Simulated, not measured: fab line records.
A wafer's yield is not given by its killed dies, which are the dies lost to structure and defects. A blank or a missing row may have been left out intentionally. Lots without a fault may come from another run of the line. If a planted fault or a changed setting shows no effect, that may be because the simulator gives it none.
One fault through the eyes of 2 desks	flow gf180mcu	every desk sees just its own numbers, and what lay behind them comes last

== THE METROLOGY DESK ==
Lot by lot, what the gauges showed, no matter which tool ran the lot: averages of those sampled wafers that carry a number. Any lot whose mean is over 4 standard deviations away from the usual mean is out of limits and marked OUT; that distance is given in the brackets.
Columns: A = HV_LDD_RS at GF_HV_LDD_RS_MEAS_53, usual 418.3 ohm/sq
lot	first seen here	A
L977	day 12 11:17	417.4
L978	day 13 06:06	419.0
L980	day 13 12:47	418.0
L981	day 13 21:39	419.9
L982	day 14 02:16	419.5
L986	day 15 10:31	418.4
L988	day 16 10:47	418.9
L996	day 18 16:42	417.6
L997	day 19 09:31	419.4
L998	day 19 12:11	418.5
L999	day 19 19:17	415.9
L100	day 20 08:16	417.0
This desk's verdict: no lot among the 12 shows anything out of limits.

== DESK OF THE TOOL OWNER: implanter-03 ==
GF_HV_LDD_IMPLANT_35, tool's own readings: per-lot mean of the sampled wafers with a number, covering each lot this tool ran. Any lot whose mean is over 4 standard deviations away from the usual mean is out of limits and marked OUT; that distance is given in the brackets.
Columns: A = dose_ions_cm2 at GF_HV_LDD_IMPLANT_35, usual 7.498e+12
lot	first seen here	A
L981	day 13 00:07	7.500e+12
L987	day 15 02:28	7.491e+12
L989	day 15 13:14	7.502e+12
L999	day 18 18:20	7.495e+12
This desk's verdict: no lot among the 4 shows anything out of limits.

== TAKEN TOGETHER ==
Metrology desk: nothing out of limits seen.
The desk of the tool owner found nothing out of limits.

== WHAT HAD BEEN PUT IN BY THE SIMULATOR ==
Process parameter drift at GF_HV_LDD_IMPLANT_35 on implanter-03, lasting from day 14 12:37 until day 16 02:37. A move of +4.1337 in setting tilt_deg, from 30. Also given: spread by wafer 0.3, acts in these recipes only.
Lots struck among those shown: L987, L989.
